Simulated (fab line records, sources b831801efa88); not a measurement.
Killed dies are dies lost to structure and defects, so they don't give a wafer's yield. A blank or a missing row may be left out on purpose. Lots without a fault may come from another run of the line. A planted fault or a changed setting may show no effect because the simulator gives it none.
fab line records | flow sky130
record lots=10 wafers=30 last_day=50
route steps=708 shown VIA1@473 METAL2@502 VIA2@522 PAD_OPEN@708
lots that met no fault: from a run of the same line without faults
start_h: hours from the record's first day to the start of the lot's first wafer shown | wait_h: hours since the lot's step before | " the same as in the row above | L1.1+2: a row that stands for several wafers | - no value, or no start given | * or withheld: withheld | < > ~ a bound
route shown NAME@n: a module of which the file shows steps, and the number in the route of the first | usual: mean/standard deviation of fault-free wafers | same: alike in all rows | chamber/n: place in a boat | sites: the reading at each site | _std_site: their standard deviation | _edge_site: outer sites' mean less inner sites' | radius_mm: how far each site lies from the wafer's centre | mask NAME#n: copy n | behind: the tool/chamber that last shaped the wafer | hold: why the lot was held/for how many hours/how that ended | device: the transistor (n, p or np) that didn't switch | end of line: the same wafers' tests at the end of the route | a step without rows: its recipe alone | killed: dies lost to structure and defects at the first sort, not the wafer's yield | map: a wafer's dies, x killed, . not, _ none there
set.NAME: the setting as run; set.NAME@STEP: as run at that earlier step | model.NAME: the simulator's own value behind a step, which no gauge read
steps of the route over a sample of lots; a table a step, a row a wafer
services: from which hour (start_h, from the record's first day; less than 0 if before it) a tool's chamber was out of use, for how many hours, and why
## steps
# step SKY_VIA1_ETCH_15
# recipe target=SiO2 chemistry=C4F8/O2/Ar target_depth_nm=351 stop_on=TiN mask_material=KrF-thick source_w=1500 bias_w=1200 pressure_mtorr=40 c4f8_flow_sccm=withheld O2_flow_sccm=6 Ar_flow_sccm=300 time_s=54
# usual oes_product_au=0.980/0.0065 rf_fwd_power_W=1487/5
# columns lot.wafer tool chamber start_h wait_h oes_product_au rf_fwd_power_W rf_hours_counter_h
L102.2 rie_diel-04 1 787.30 0.0 0.972 1490 14
L102.4 " 2 " " 0.980 1488 1
L102.6 " 0 " " 0.974 1491 -
L104.1 rie_diel-03 3 806.62 0.0 0.988 1486 13
L104.2 " 2 " " 0.966 1479 4
L104.4 " 0 " " 0.980 1474 3
L105.1 rie_diel-04 1 831.92 0.0 0.978 1493 16
L105.4 " 2 " " 0.973 1488 3
L105.6 " 0 " " 0.973 1487 -
L110.2 rie_diel-04 0 858.70 0.0 0.961 1488 24
L110.3 " 1 " " 0.979 1486 17
L110.5 " 3 " " 0.986 1494 -
L111.2 rie_diel-01 1 867.10 0.0 0.972 1499 17
L111.4 " 2 " " 0.989 1478 11
L111.6 " 0 " " 0.985 1486 -
L114.1 rie_diel-03 3 884.00 0.0 0.976 1490 15
L114.4 " 1 " " 0.971 1493 8
L114.5 " 1 " " 0.979 1488 -
L119.3 rie_diel-03 3 916.20 0.0 0.977 1479 16
L119.5 " 2 " " 0.980 1484 -
L119.6 " 0 " " 0.982 1482 -
L120.1 rie_diel-03 1 942.10 0.0 0.979 1485 10
L120.4 " 0 " " 0.986 1481 6
L120.5 " 1 " " 0.976 1494 -
L122.1 rie_diel-01 0 955.12 0.0 0.990 1487 19
L122.4 " 2 " " 0.990 1482 14
L122.5 " 2 " " 0.984 1488 -
L123.2 rie_diel-04 1 960.22 0.0 0.976 1487 20
L123.5 " 2 " " 0.979 1486 -
L123.6 " 1 " " 0.982 1489 -
# step SKY_METAL2_METAL_ETCH_19
# recipe target_depth_a=3600 stop_on=SiO2 over_etch_frac=0.3 time_s=78 chemistry=Cl2/BCl3 resist_sidewall_deg=88 pressure_mtorr=10 icp_w=900 bias_w=48.5 Cl2_flow_sccm=60 bcl3_flow_sccm=30
# usual drypump_motor_current_A=6.0/0.49 oes_product_au=0.854/0.0057 rf_fwd_power_W=895.3/2.8 throttle_valve_pct=22.265/0.01
# same over_etch_frac=0.3
# columns lot.wafer tool chamber start_h wait_h drypump_motor_current_A oes_product_au rf_fwd_power_W rf_hours_counter_h throttle_valve_pct
L102.2 rie_metal-01 0 818.44 0.0 6.3 0.852 895.9 15 22.274
L102.4 " 1 " " 6.5 0.861 895.1 - 22.274
L102.6 " 1 " " 6.5 0.854 894.4 - 22.281
L104.1 rie_metal-01 1 834.99 0.1 6.5 0.853 897.0 6 22.267
L104.2 " 1 " " 6.5 0.853 894.7 - 22.267
L104.4 " 1 " " 6.5 0.846 895.8 - 22.248
L105.1 rie_metal-01 0 857.63 0.1 6.4 0.851 894.6 1 22.262
L105.4 " 0 " " 6.3 0.852 897.1 - 22.261
L105.6 " 0 " " 6.4 0.856 890.2 - 22.265
L110.2 rie_metal-01 1 886.52 0.1 6.5 0.852 898.5 9 22.254
L110.3 " 0 " " 6.3 0.856 894.7 - 22.264
L110.5 " 1 " " 6.5 0.852 898.0 - 22.261
L111.2 rie_metal-02 0 894.82 0.0 5.6 0.861 897.2 14 22.264
L111.4 " 0 " " 5.6 0.860 900.4 - 22.252
L111.6 " 1 " " 5.2 0.853 897.5 - 22.280
L114.1 rie_metal-01 0 911.45 0.0 6.4 0.853 895.2 4 22.279
L114.4 " 1 " " 6.5 0.852 897.3 - 22.269
L114.5 " 1 " " 6.5 0.853 893.9 - 22.260
L119.3 rie_metal-03 0 942.82 0.1 5.5 0.849 888.8 - 22.246
L119.5 " 0 " " 5.5 0.859 895.6 - 22.275
L119.6 " 1 " " 6.2 0.863 894.4 - 22.268
L120.1 rie_metal-02 1 967.99 0.0 5.2 0.856 895.0 16 22.259
L120.4 " 0 " " 5.6 0.853 893.8 - 22.253
L120.5 " 0 " " 5.6 0.851 896.4 - 22.257
L122.1 rie_metal-02 1 980.09 0.0 5.2 0.846 894.2 17 22.257
L122.4 " 0 " " 5.6 0.852 900.4 - 22.255
L122.5 " 1 " " 5.2 0.854 889.3 - 22.266
L123.2 rie_metal-02 1 985.57 0.0 5.2 0.851 893.5 18 22.256
L123.5 " 0 " " 5.6 0.850 894.0 - 22.260
L123.6 " 1 " " 5.2 0.852 895.8 - 22.275
# step SKY_VIA2_ETCH_15
# recipe target=SiO2 chemistry=C4F8/O2/Ar target_depth_nm=546 stop_on=TiN mask_material=KrF-thick source_w=1500 bias_w=1200 pressure_mtorr=40 c4f8_flow_sccm=withheld O2_flow_sccm=6 Ar_flow_sccm=300 time_s=84
# usual oes_product_au=0.941/0.0042 rf_fwd_power_W=1490/5.3
# columns lot.wafer tool chamber start_h wait_h oes_product_au rf_fwd_power_W rf_hours_counter_h
L102.2 rie_diel-02 2 845.11 0.0 0.940 1488 14
L102.4 " 0 " " 0.935 1483 23
L102.6 " 3 " " 0.942 1487 -
L104.1 rie_diel-03 3 859.56 0.0 0.934 1485 14
L104.2 " 0 " " 0.932 1488 4
L104.4 " 1 " " 0.949 1497 8
L105.1 rie_diel-04 0 885.29 0.0 0.942 1496 25
L105.4 " 2 " " 0.935 1484 4
L105.6 " 0 " " 0.941 1484 -
L110.2 rie_diel-02 0 913.61 0.0 0.943 1490 26
L110.3 " 3 " " 0.948 1492 24
L110.5 " 2 " " 0.946 1479 -
L111.2 rie_diel-02 2 921.30 0.0 0.947 1491 17
L111.4 " 1 " " 0.949 1493 18
L111.6 " 2 " " 0.944 1488 -
L114.1 rie_diel-04 0 938.09 0.0 0.937 1475 27
L114.4 " 2 " " 0.945 1489 6
L114.5 " 2 " " 0.945 1483 -
L119.3 rie_diel-03 0 968.16 0.0 0.932 1495 7
L119.5 " 0 " " 0.939 1486 -
L119.6 " 1 " " 0.944 1507 -
L120.1 rie_diel-03 2 992.66 0.0 0.948 1491 9
L120.4 " 1 " " 0.942 1502 11
L120.5 " 2 " " 0.944 1492 -
L122.1 rie_diel-02 0 1004.70 0.0 0.939 1491 29
L122.4 " 1 " " 0.936 1493 21
L122.5 " 0 " " 0.942 1487 -
L123.2 rie_diel-04 0 1010.24 0.0 0.943 1482 1
L123.5 " 3 " " 0.941 1491 -
L123.6 " 0 " " 0.944 1488 -
# step SKY_VIA2_STRIP_16
# recipe chemistry=O2/N2 power_w=1400 pressure_mtorr=1500 platen_temp_c=withheld o2_flow_sccm=3000 n2_flow_sccm=300 overash_fraction=0.5
# usual drypump_motor_current_A=5.6/0.45 o2_flow_sccm=3001/8.7 oes_product_au=0.399/0.0047 strip_time_to_endpoint_s=4.055/0.023
# columns lot.wafer tool chamber start_h wait_h drypump_motor_current_A o2_flow_sccm oes_product_au rf_hours_counter_h strip_time_to_endpoint_s
L102.2 plasma_asher-02 1 845.18 0.0 6.0 3010 0.399 67 4.044
L102.4 " 0 " " 6.4 3019 0.398 - 4.082
L102.6 " 0 " " 6.4 3013 0.402 - 4.029
L104.1 plasma_asher-01 0 859.63 0.0 5.6 2983 0.408 109 4.053
L104.2 " 1 " " 5.0 2991 0.400 109 4.087
L104.4 " 0 " " 5.6 3000 0.404 - 4.059
L105.1 plasma_asher-01 1 885.35 0.0 5.0 3000 0.401 112 4.099
L105.4 " 0 " " 5.7 2998 0.396 - 4.056
L105.6 " 1 " " 5.0 2998 0.397 - 4.089
L110.2 plasma_asher-01 1 913.68 0.0 5.0 2998 0.371 115 3.405
L110.3 " 0 " " 5.7 2983 0.368 - 3.422
L110.5 " 1 " " 5.0 2990 0.368 - 3.378
L111.2 plasma_asher-03 0 921.36 0.0 5.4 2998 0.371 17 3.350
L111.4 " 0 " " 5.4 3010 0.368 - 3.346
L111.6 " 0 " " 5.4 2998 0.369 - 3.416
L114.1 plasma_asher-03 1 938.15 0.0 5.4 3019 0.400 19 4.089
L114.4 " 1 " " 5.4 3003 0.398 - 4.065
L114.5 " 0 " " 5.4 3003 0.401 - 4.068
L119.3 plasma_asher-01 0 968.26 0.1 5.7 3001 0.401 - 4.075
L119.5 " 1 " " 5.0 2995 0.405 - 4.073
L119.6 " 0 " " 5.7 3000 0.407 - 4.067
L120.1 plasma_asher-01 1 992.73 0.0 5.0 3003 0.402 123 4.036
L120.4 " 0 " " 5.7 2998 0.389 - 4.066
L120.5 " 0 " " 5.7 3000 0.409 - 4.052
L122.1 plasma_asher-03 1 1004.76 0.0 5.3 2994 0.399 26 4.080
L122.4 " 1 " " 5.4 3000 0.393 - 4.016
L122.5 " 1 " " 5.3 2992 0.392 - 4.036
L123.2 plasma_asher-01 0 1010.30 0.0 5.7 2994 0.408 125 4.105
L123.5 " 1 " " 5.0 2997 0.398 - 4.062
L123.6 " 0 " " 5.6 2999 0.408 - 4.078
# step SKY_VIA2_CMP_24
# recipe stop_on=SiO2 t_overpolish_s=20 down_force_psi=3.5 platen_rpm=60 target_thk_nm=0 pad_velocity_m_s=0.94248
# usual motor_current_A=11.9/0.97 retaining_ring_pressure_frac=1.000/0.0055
# columns lot.wafer tool chamber start_h wait_h motor_current_A retaining_ring_pressure_frac
L102.4 cmp-01 2 846.14 0.0 11.4 1.004
L102.2 " 0 " " 13.2 1.009
L102.6 " 3 " " 11.4 0.997
L104.4 cmp-02 2 860.59 0.0 12.2 1.000
L104.2 " 0 " " 11.5 1.001
L104.1 " 1 " " 12.1 1.007
L105.1 cmp-01 3 886.46 0.1 11.6 0.998
L105.4 " 0 " " 13.0 0.996
L105.6 " 1 " " 13.5 0.994
L110.2 cmp-01 2 914.68 0.0 10.5 0.999
L110.3 " 1 " " 13.7 0.997
L110.5 " 2 " " 10.7 0.997
L111.4 cmp-01 1 922.46 0.1 13.7 0.996
L111.2 " 2 " " 11.0 0.989
L111.6 " 3 " " 12.5 1.003
L114.1 cmp-01 3 939.26 0.1 11.8 0.994
L114.4 " 0 " " 13.3 1.003
L114.5 " 2 " " 11.2 1.001
L119.3 cmp-02 3 969.19 0.0 9.9 0.993
L119.5 " 3 " " 10.2 1.005
L119.6 " 0 " " 11.5 1.003
L120.1 cmp-01 3 993.70 0.1 11.1 1.001
L120.4 " 2 " " 10.9 0.997
L120.5 " 3 " " 12.3 1.003
L122.1 cmp-01 2 1005.82 0.1 11.0 1.004
L122.4 " 0 " " 12.8 0.995
L122.5 " 1 " " 13.5 1.003
L123.2 cmp-02 2 1011.32 0.0 12.2 1.001
L123.6 " 2 " " 11.9 1.008
L123.5 " 3 " " 11.0 1.004
# step SKY_PAD_OPEN_PROBE_99
# usual defect_limited_yield=82.3/1.9 killed_at_M0_to_M3=44/6.9 killed_at_M4_up=3.0/1.5 killed_at_contacts=24/5.2 killed_at_front_end=15/4.1 killed_at_other=0.4/0.62 killed_dies=87/9.6 killed_open=47/7 killed_short=40/6.2 sort_bin_3_pad_short=0.9/0.43 sort_bin_5_function=10.5/1.4 sort_bin_6_memory=6.4/1.2 sort_n_pass=405/9.6 sort_yield_pct=82.3/1.9
# same gross_dies=492 killed_at_back_side=0 sort_bin_4_leakage[%]=0 sort_bin_8_speed[%]=0
# columns lot.wafer tool chamber start_h wait_h defect_limited_yield[%] killed_at_M0_to_M3 killed_at_M4_up killed_at_contacts killed_at_front_end killed_at_other killed_dies killed_open killed_short sort_bin_3_pad_short[%] sort_bin_5_function[%] sort_bin_6_memory[%] sort_n_pass sort_yield_pct[%]
L110.2 prober-02 - 1125.91 0.1 80.3 49 1 37 10 0 97 55 42 1.6 11.2 6.9 395 80.3
L110.3 prober-02 - 1125.96 0.2 81.9 49 4 26 9 1 89 48 41 1.4 8.9 7.7 403 81.9
L110.5 prober-02 - 1126.06 0.2 84.8 36 5 22 12 0 75 44 31 0.6 10.6 4.1 417 84.8
L120.1 prober-01 - 1182.45 0.1 82.5 44 4 20 16 2 86 47 39 1.2 10.6 5.7 406 82.5
L120.4 prober-01 - 1182.60 0.2 84.1 47 3 17 10 1 78 41 37 0.6 8.7 6.5 414 84.1
L120.5 prober-01 - 1182.65 0.2 82.7 38 4 25 18 0 85 39 44 1.2 9.8 6.3 407 82.7
# killed by level:class
L110.2 CONTACT:geometric_particle:open=14 VIA3:geometric_particle:open=9 VIA1:geometric_particle:open=9 LI_CONTACT:geometric_particle:open=7 CONTACT:geometric_particle:short=6 VIA1:geometric_particle:short=6 VIA2:geometric_particle:open=6 LOCAL_INTERCONNECT:geometric_particle:short=4
L110.3 VIA1:geometric_particle:open=12 VIA2:geometric_particle:open=12 CONTACT:geometric_particle:short=10 METAL2:geometric_particle:short=6 LI_CONTACT:geometric_particle:open=6 CONTACT:geometric_particle:open=6 VIA1:geometric_particle:short=5 VIA2:geometric_particle:short=5
L110.5 CONTACT:geometric_particle:open=8 METAL2:geometric_particle:short=8 VIA1:geometric_particle:open=6 CONTACT:geometric_particle:short=6 VIA3:geometric_particle:open=6 FIELD_ISO:geometric_particle:open=4 LI_CONTACT:geometric_particle:open=4 POLY_GATE:geometric_particle:open=3
L120.1 VIA3:geometric_particle:open=11 LI_CONTACT:geometric_particle:open=8 CONTACT:geometric_particle:open=7 VIA1:geometric_particle:open=7 FIELD_ISO:geometric_particle:short=5 POLY_GATE:geometric_particle:short=4 VIA1:geometric_particle:short=4 VIA2:geometric_particle:short=4
L120.4 VIA3:geometric_particle:open=9 VIA2:geometric_particle:open=9 CONTACT:geometric_particle:open=8 METAL1:geometric_particle:short=7 LOCAL_INTERCONNECT:geometric_particle:short=4 VIA1:geometric_particle:short=4 VIA3:geometric_particle:short=4 FIELD_ISO:geometric_particle:open=3
L120.5 CONTACT:geometric_particle:open=8 METAL1:geometric_particle:short=8 LI_CONTACT:geometric_particle:open=7 CONTACT:geometric_particle:short=6 VIA1:geometric_particle:open=6 POLY_GATE:geometric_particle:short=5 VIA3:geometric_particle:open=5 POLY_GATE:geometric_particle:open=4
## services
# columns tool chamber start_h hours kind
rie_diel-03 2 769.49 6.9 repair
rie_diel-02 - 771.30 14.6 pm
rie_diel-03 - 793.43 4.3 pm
cmp-01 - 804.65 1.5 repair
cmp-01 - 807.68 1.6 repair
rie_diel-03 - 808.04 0.5 repair
plasma_asher-01 - 819.21 1.2 repair
rie_diel-04 3 820.79 5.2 repair
plasma_asher-01 - 822.79 4.0 pm
cmp-01 - 826.36 5.6 pm
rie_diel-04 3 839.37 5.7 repair
rie_diel-03 2 865.34 3.5 repair
rie_diel-02 - 868.98 2.8 pm
rie_diel-02 3 872.00 12.6 repair
rie_diel-02 2 883.21 9.7 repair
rie_diel-03 1 906.54 17.6 repair
rie_metal-02 - 920.07 4.3 pm
rie_metal-01 - 959.68 2.8 pm
cmp-01 - 973.68 1.5 repair
cmp-01 - 987.55 3.5 repair
rie_diel-04 3 989.69 9.6 repair
rie_diel-04 1 991.24 2.2 repair
plasma_asher-01 - 1005.56 1.4 repair
rie_diel-03 0 1008.05 2.7 repair
## key
first_sign step=SKY_VIA2_STRIP_16 reading=strip_time_to_endpoint_s direction=down sigmas=29 usual=* struck=*
effect step=SKY_VIA2_STRIP_16 reading=oes_product_au direction=down sigmas=6.4 usual=0.399 struck=0.369
met_at SKY_VIA2_ETCH_15
struck_lots L110,L111
not_acting_at SKY_VIA1_ETCH_15,SKY_METAL2_METAL_ETCH_19,SKY_VIA2_CMP_24
onset_between 845.11 913.61
fault kind=process_parameter_drift tool=rie_diel-02 chamber=- onset_h=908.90 steps=SKY_VIA2_ETCH_15 channel=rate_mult offset=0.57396 shape=step end_h=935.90
